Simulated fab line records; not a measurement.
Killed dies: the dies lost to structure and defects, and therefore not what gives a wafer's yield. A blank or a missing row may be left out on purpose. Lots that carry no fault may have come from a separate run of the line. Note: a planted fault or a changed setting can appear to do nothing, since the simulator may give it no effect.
Split-lot study | flow sfq_line | on a route of 325 steps: 5 lots, 23 wafers read

== THE SPLIT ITSELF ==
At SFQ_TRILAYER_JJ_CE_ETCH_RIE_118 (chemistry SF6, target Nb, stops on Al2O3, time 97.7 s, target depth 170 nm), the setting icp_w was moved away from the recipe's 600 W on 11 of the 23 wafers read, by -7.5% to +10.6%. The other wafers ran this setting at the recipe's value.

The reading is taken at the split's own step.

== THE READING ==
KrF_of_TRILAYER_JJ_CE_LITHO_COAT_114.thk_nm (the simulator's own value, which no gauge read), in nm, at SFQ_TRILAYER_JJ_CE_ETCH_RIE_118 (chemistry SF6, target Nb, stops on Al2O3, time 97.7 s, target depth 170 nm). There is no usual value for it anywhere in the file. The 12 wafers here that ran the recipe average 485.4 nm, standard deviation 1.2 nm.

wafer  | tool, chamber at the split | icp_w as run, W | against the recipe | KrF_of_TRILAYER_JJ_CE_LITHO_COAT_114.thk_nm, nm | against lot-mates on the recipe
L076.1 | rie_metal-02, 0            | 650.5           | +8.4%              | 479.8                                           | -6.3
L076.2 | rie_metal-02, 1            | 600             | recipe             | 486.5                                           | -
L076.3 | rie_metal-02, 1            | 600             | recipe             | 485.7                                           | -
L076.4 | rie_metal-02, 0            | 600             | recipe             | 486                                             | -
L076.5 | rie_metal-02, 0            | 650.5           | +8.4%              | 480                                             | -6.1
L079.1 | rie_metal-01, 0            | 663.7           | +10.6%             | 476.6                                           | -8.5
L079.2 | rie_metal-01, 1            | 600             | recipe             | 484.1                                           | -
L079.4 | rie_metal-01, 1            | 663.7           | +10.6%             | 473.7                                           | -11.4
L079.5 | rie_metal-01, 1            | 663.7           | +10.6%             | 473.1                                           | -12.0
L079.6 | rie_metal-01, 0            | 600             | recipe             | 486.1                                           | -
L080.1 | rie_metal-01, 0            | 600             | recipe             | 486.1                                           | -
L080.2 | rie_metal-01, 1            | 600             | recipe             | 483.3                                           | -
L080.3 | rie_metal-01, 1            | 577.1           | -3.8%              | 487.9                                           | +3.2
L080.4 | rie_metal-01, 0            | 577.1           | -3.8%              | 487.8                                           | +3.1
L080.6 | rie_metal-01, 0            | 577.1           | -3.8%              | 489.5                                           | +4.8
L083.1 | rie_metal-01, 0            | 600             | recipe             | 486.8                                           | -
L083.5 | rie_metal-01, 0            | 600             | recipe             | 486.9                                           | -
L083.6 | rie_metal-01, 1            | 600             | recipe             | 483.7                                           | -
L085.2 | rie_metal-04, 0            | 554.9           | -7.5%              | 491.5                                           | +6.7
L085.3 | rie_metal-04, 0            | 554.9           | -7.5%              | 491                                             | +6.2
L085.4 | rie_metal-04, 1            | 554.9           | -7.5%              | 489.5                                           | +4.7
L085.5 | rie_metal-04, 1            | 600             | recipe             | 485.1                                           | -
L085.6 | rie_metal-04, 0            | 600             | recipe             | 484.5                                           | -

FIT RESULTS
A straight line over all 23 wafers: KrF_of_TRILAYER_JJ_CE_LITHO_COAT_114.thk_nm changes by -0.851 nm for each +1% of icp_w; r = -0.96; the points scatter about the line by 1.5 nm.
The same after taking each lot's own level away (the mean of its wafers on the recipe; 23 wafers): -0.888 nm for each +1%; r = -0.97; scatter 1.3 nm.
According to that fit, moving icp_w by its largest amount changes the reading by 9.4 nm.
From 484.70 to 486.07 nm: that is the span of the lots' own levels, equal to 1.2 times the standard deviation above.
So the lot-to-lot level changes the slope little: the two slopes agree.
Check: -9.78 nm against its lot-mates is what the line predicts for one of the wafers moved furthest among these (+10.6%) when that wafer is left out of the fit. Against them it came out at -8.5 nm.

== THE OTHER SPLITS THESE WAFERS WENT THROUGH ==
Other splits were also applied to these wafers ahead of the reading. Each is held against what the fit with the lots' levels taken away leaves over:
other split on the same wafers                   | wafers away from the commonest value | r with KrF_of_TRILAYER_JJ_CE_LITHO_COAT_114.thk_nm (lot level and that fit taken away)
SFQ_TRILAYER_I3_VIA_LITHO_COAT_090 resist_thk_nm | 7                                    | -0.20
SFQ_TRILAYER_I3_VIA_LITHO_PEB_088 peb_temp_c     | 11                                   | -0.24
SFQ_TRILAYER_I3_VIA_ETCH_VIA_ETCH_088 source_w   | 7                                    | +0.04
SFQ_TRILAYER_M4_LITHO_COAT_098 resist_thk_nm     | 8                                    | -0.07
SFQ_TRILAYER_I4_CMP_CMP_100 leave_above_ref_nm   | 8                                    | -0.38
SFQ_TRILAYER_I4_VIA_LITHO_EXPOSE_104 dose_mj     | 4                                    | -0.17
SFQ_TRILAYER_JJ_CE_LITHO_COAT_119 resist_thk_nm  | 6                                    | -0.33
SFQ_TRILAYER_JJ_CE_LITHO_EXPOSE_115 dose_mj      | 4                                    | -0.09

== FILE'S OWN FIT ==
KrF_of_TRILAYER_JJ_CE_LITHO_COAT_114.thk_nm changes by -0.877 nm for each +1% of icp_w, r = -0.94.
